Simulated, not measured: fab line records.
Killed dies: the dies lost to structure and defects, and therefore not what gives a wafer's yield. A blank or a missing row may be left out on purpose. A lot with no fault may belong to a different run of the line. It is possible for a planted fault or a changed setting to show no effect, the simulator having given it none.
Which of the tools did it? ; flow sky130 ; 6 lots with 18 wafers sampled at 2 steps, on a route of 708 steps

WHAT THE GAUGES READ, wafer by wafer
SKY_VT_ADJUST_PCH_TW_MEAS_10.
lot;measured;on;VT_ADJUST_PCH_TW
L428;day 10 21:26;film_metro-03;143.2 143.7 143.4
L430;day 11 20:17;film_metro-02;142.2 142.1 141.0
L437;day 13 18:29;film_metro-03;172.9 173.5 173.1
L440;day 14 15:23;film_metro-01;144.9 143.4 143.3
L446;day 16 15:56;film_metro-01;172.2 172.1 172.4
L448;day 17 07:35;film_metro-01;143.5 143.0 143.3

WHAT TOOL EACH LOT RAN ON (gives the tool, then ch and the chambers of the sampled wafers, and finally the start)
lot;SKY_VT_ADJUST_PCH_IMPLANT_08
L428;implanter-04 ch 0, day 10 21:11
L430;implanter-02 ch 0, day 11 20:02
L437;implanter-01 ch 0, day 13 17:55
L440;implanter-04 ch 0, day 14 15:10
L446;implanter-02 ch 0, day 16 15:23
L448;implanter-01 ch 0, day 17 07:20
- SKY_VT_ADJUST_PCH_IMPLANT_08

THE ANSWER, worked out from the rows above alone
Rule: the lots themselves supply what counts as usual. Put in order of their means at a reading, lots are off if they are a third of the lots or fewer, leave a main group of 4 or more, and stand apart from it by a gap of 3 or more times the standard deviation of the main group's means; of several such gaps the widest counts. A main group is skipped when, at the precision printed for the reading in the tables above, its means are all equal. Also off: a lot with no number at a reading for which 4 or more lots have one. The other lots that the step has rows for count as sound.
Off: at SKY_VT_ADJUST_PCH_TW_MEAS_10 (VT_ADJUST_PCH_TW), L437, L446. The main group has a mean of 143.1 with a standard deviation of 0.79.
A tool fits if, at a process step before that reading, it ran every lot that is off, and no sound lot after the first of them. Those tools and the gauges at SKY_VT_ADJUST_PCH_TW_MEAS_10 are tried in the same way. None of those tried fits.

WHAT HAD BEEN PUT IN BY THE SIMULATOR
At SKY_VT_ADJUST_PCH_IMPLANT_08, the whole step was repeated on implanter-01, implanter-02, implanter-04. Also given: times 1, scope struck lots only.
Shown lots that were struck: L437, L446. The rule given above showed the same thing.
